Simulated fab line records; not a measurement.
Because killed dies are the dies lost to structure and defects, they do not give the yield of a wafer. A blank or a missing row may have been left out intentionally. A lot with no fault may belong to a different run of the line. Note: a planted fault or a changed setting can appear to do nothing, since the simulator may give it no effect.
Which tool is to blame? + flow gf180mcu + 13 lots with 39 wafers sampled at 5 steps, on a route of 602 steps

== WHAT EACH GAUGE READ, for each wafer ==
GF_CONTACT_CD_MEAS_14 targets a cd of 220 nm. Usual: cd nm 220.1 nm, standard deviation 1.5.
| lot  | measured     | on        | cd nm (nm)        | flag |
|------|--------------|-----------|-------------------|------|
| L640 | day 16 16:32 | cd sem-01 | 219.8 221.3 221.2 |      |
| L641 | day 17 02:11 | cd sem-01 | 223.4 221.2 221.4 |      |
| L642 | day 17 09:16 | cd sem-01 | 217.1 218.0 218.0 |      |
| L643 | day 17 15:39 | cd sem-02 | 222.6 221.4 220.9 |      |
| L644 | day 18 03:21 | cd sem-01 | 219.3 219.3 220.8 |      |
| L645 | day 18 17:45 | cd sem-01 | 221.5 220.8 220.7 |      |
| L648 | day 20 02:44 | cd sem-01 | 211.8 212.8 212.5 | OFF  |
| L651 | day 21 01:12 | cd sem-01 | 213.0 212.7 213.7 | OFF  |
| L654 | day 22 00:26 | cd sem-01 | 219.2 219.5 219.8 |      |
| L655 | day 22 09:47 | cd sem-01 | 221.2 221.1 219.3 |      |
| L660 | day 23 23:41 | cd sem-01 | 222.4 222.0 222.4 |      |
| L659 | day 24 00:03 | cd sem-02 | 222.2 221.6 222.6 |      |
| L661 | day 24 10:14 | cd sem-01 | 219.2 219.4 219.8 |      |

GF_V1_BOW_MEAS_05. Usual: V1_BOW 82 um, standard deviation 7.3.
| lot  | measured     | on            | V1_BOW (um) | flag |
|------|--------------|---------------|-------------|------|
| L640 | day 17 17:06 | film metro-02 | 84 80 90    |      |
| L641 | day 18 03:42 | film metro-01 | 75 78 70    |      |
| L642 | day 18 11:35 | film metro-02 | 80 78 80    |      |
| L643 | day 18 18:31 | film metro-01 | 78 82 77    |      |
| L644 | day 19 06:10 | film metro-02 | 78 87 80    |      |
| L645 | day 19 21:05 | film metro-03 | 70 78 67    |      |
| L648 | day 21 05:46 | film metro-01 | 79 70 88    |      |
| L651 | day 22 04:05 | film metro-03 | 87 83 79    |      |
| L654 | day 23 02:31 | film metro-02 | 68 74 82    |      |
| L655 | day 23 11:35 | film metro-02 | 67 68 70    |      |
| L660 | day 25 00:22 | film metro-02 | 81 85 93    |      |
| L659 | day 25 00:30 | film metro-03 | 71 90 82    |      |
| L661 | day 25 10:29 | film metro-02 | 78 81 78    |      |

== WHICH TOOL RAN EACH LOT (tool, then ch and the chambers of the sampled wafers, then the start) ==
| lot  | GF_CONTACT_CMP_04             | GF_CONTACT_PEB_12                 | GF_M1_SPUTTER_03             |
|------|-------------------------------|-----------------------------------|------------------------------|
| L640 | cmp-02 ch 1,2,3, day 15 17:22 | litho track-04 ch 0, day 16 16:11 | pvd sputter-02, day 16 18:00 |
| L641 | cmp-01 ch 0,1,3, day 16 02:50 | litho track-04 ch 0, day 17 01:50 | pvd sputter-03, day 17 03:41 |
| L642 | cmp-01 ch 1,2,3, day 16 10:39 | litho track-02 ch 0, day 17 08:56 | pvd sputter-01, day 17 10:41 |
| L643 | cmp-02 ch 0,2,3, day 16 17:54 | litho track-02 ch 0, day 17 15:19 | pvd sputter-03, day 17 17:05 |
| L644 | cmp-02 ch 1,2,3, day 17 04:10 | litho track-02 ch 0, day 18 03:01 | pvd sputter-01, day 18 04:47 |
| L645 | cmp-02 ch 0,3, day 17 17:16   | litho track-02 ch 0, day 18 17:25 | pvd sputter-02, day 18 19:11 |
| L648 | cmp-01 ch 0,2, day 19 02:17   | litho track-02 ch 0, day 20 02:23 | pvd sputter-01, day 20 04:14 |
| L651 | cmp-02 ch 0,1,2, day 20 00:47 | litho track-02 ch 0, day 21 00:52 | pvd sputter-02, day 21 02:38 |
| L654 | cmp-01 ch 2,3, day 21 00:22   | litho track-01 ch 0, day 22 00:07 | pvd sputter-02, day 22 01:53 |
| L655 | cmp-02 ch 1,2,3, day 21 09:45 | litho track-04 ch 0, day 22 09:26 | pvd sputter-02, day 22 11:16 |
| L660 | cmp-01 ch 0,2, day 23 00:51   | litho track-02 ch 0, day 23 23:20 | pvd sputter-02, day 24 01:08 |
| L659 | cmp-02 ch 0,1, day 23 01:01   | litho track-02 ch 0, day 23 23:43 | pvd sputter-03, day 24 01:29 |
| L661 | cmp-01 ch 0,1,3, day 23 10:51 | litho track-01 ch 0, day 24 09:55 | pvd sputter-02, day 24 11:52 |
- GF_CONTACT_CMP_04: polishes SiO2.
- GF_CONTACT_PEB_12: peb time 90 s.
- GF_M1_SPUTTER_03: material Ti, target thk 10 nm, time 6.7 s.

== WHAT THE TOOLS THEMSELVES READ (means of the sampled wafers that have a number; where no wafer has one, the mark that the record gives instead) ==
GF_CONTACT_CMP_04. Usual: motor current A 11.8 A, standard deviation 0.9; time to endpoint s 110 s, standard deviation 7.8.
| lot  | tool   | motor current A (A) | time to endpoint s (s) | flag |
|------|--------|---------------------|------------------------|------|
| L640 | cmp-02 | 11.9                | 104                    |      |
| L641 | cmp-01 | 11.0                | 101                    |      |
| L642 | cmp-01 | 12.1                | 110                    |      |
| L643 | cmp-02 | 12.6                | 115                    |      |
| L644 | cmp-02 | 11.6                | 108                    |      |
| L645 | cmp-02 | 12.4                | 116                    |      |
| L648 | cmp-01 | 12.4                | 109                    |      |
| L651 | cmp-02 | 12.0                | 116                    |      |
| L654 | cmp-01 | 12.5                | 122                    |      |
| L655 | cmp-02 | 11.4                | 109                    |      |
| L660 | cmp-01 | 12.3                | 115                    |      |
| L659 | cmp-02 | 11.6                | 116                    |      |
| L661 | cmp-01 | 11.4                | 105                    |      |

GF_CONTACT_PEB_12. Usual: heater power total W 85.71 W, standard deviation 0.082.
| lot  | tool           | heater power total W (W) | flag |
|------|----------------|--------------------------|------|
| L640 | litho track-04 | 85.69                    |      |
| L641 | litho track-04 | 85.76                    |      |
| L642 | litho track-02 | 85.72                    |      |
| L643 | litho track-02 | 85.77                    |      |
| L644 | litho track-02 | 85.70                    |      |
| L645 | litho track-02 | 85.64                    |      |
| L648 | litho track-02 | 92.09                    | OFF  |
| L651 | litho track-02 | 92.07                    | OFF  |
| L654 | litho track-01 | 85.71                    |      |
| L655 | litho track-04 | 85.71                    |      |
| L660 | litho track-02 | 85.76                    |      |
| L659 | litho track-02 | 85.68                    |      |
| L661 | litho track-01 | 85.79                    |      |

GF_M1_SPUTTER_03. Usual: chamber pressure pa 0.3001 Pa, standard deviation 0.00067; throttle valve pct 30.1 %, standard deviation 1.3.
| lot  | tool           | chamber pressure pa (Pa) | throttle valve pct (%) | flag |
|------|----------------|--------------------------|------------------------|------|
| L640 | pvd sputter-02 | 0.3001                   | 30.1                   |      |
| L641 | pvd sputter-03 | 0.3006                   | 29.6                   |      |
| L642 | pvd sputter-01 | 0.3004                   | 29.1                   |      |
| L643 | pvd sputter-03 | 0.3002                   | 30.5                   |      |
| L644 | pvd sputter-01 | 0.2999                   | 28.8                   |      |
| L645 | pvd sputter-02 | 0.3003                   | 30.6                   |      |
| L648 | pvd sputter-01 | 0.3001                   | 28.8                   |      |
| L651 | pvd sputter-02 | 0.3000                   | 30.0                   |      |
| L654 | pvd sputter-02 | 0.3007                   | 29.8                   |      |
| L655 | pvd sputter-02 | 0.3004                   | 31.1                   |      |
| L660 | pvd sputter-02 | 0.2996                   | 30.9                   |      |
| L659 | pvd sputter-03 | 0.3003                   | 30.4                   |      |
| L661 | pvd sputter-02 | 0.3005                   | 30.8                   |      |

== THE ANSWER, worked out from the rows above alone ==
Rule: a lot is off if the mean of its wafers that have a number lies more than 3 standard deviations from the usual mean. A lot without any number at a reading at which 4 lots or more have one is off too. All remaining lots with rows at the step are treated as sound. Order of review: gauges by route order, followed by the tools' own readings, for which a lot's mean as printed above is used. The first step at which some lot is off is used, and at that step the reading that is off furthest; a lot without a number counts as furthest.
Off, at GF_CONTACT_CD_MEAS_14 on cd nm: L648, L651.
A tool fits if, at a process step before that reading, it ran every lot that is off, and no sound lot after the first of them. Not tried: the gauges at GF_CONTACT_CD_MEAS_14; whatever is off there is also off at GF_CONTACT_PEB_12, on other tools, and gauge error can't account for it. None of those tried fits.

== WHAT WAS PUT IN BY THE SIMULATOR ==
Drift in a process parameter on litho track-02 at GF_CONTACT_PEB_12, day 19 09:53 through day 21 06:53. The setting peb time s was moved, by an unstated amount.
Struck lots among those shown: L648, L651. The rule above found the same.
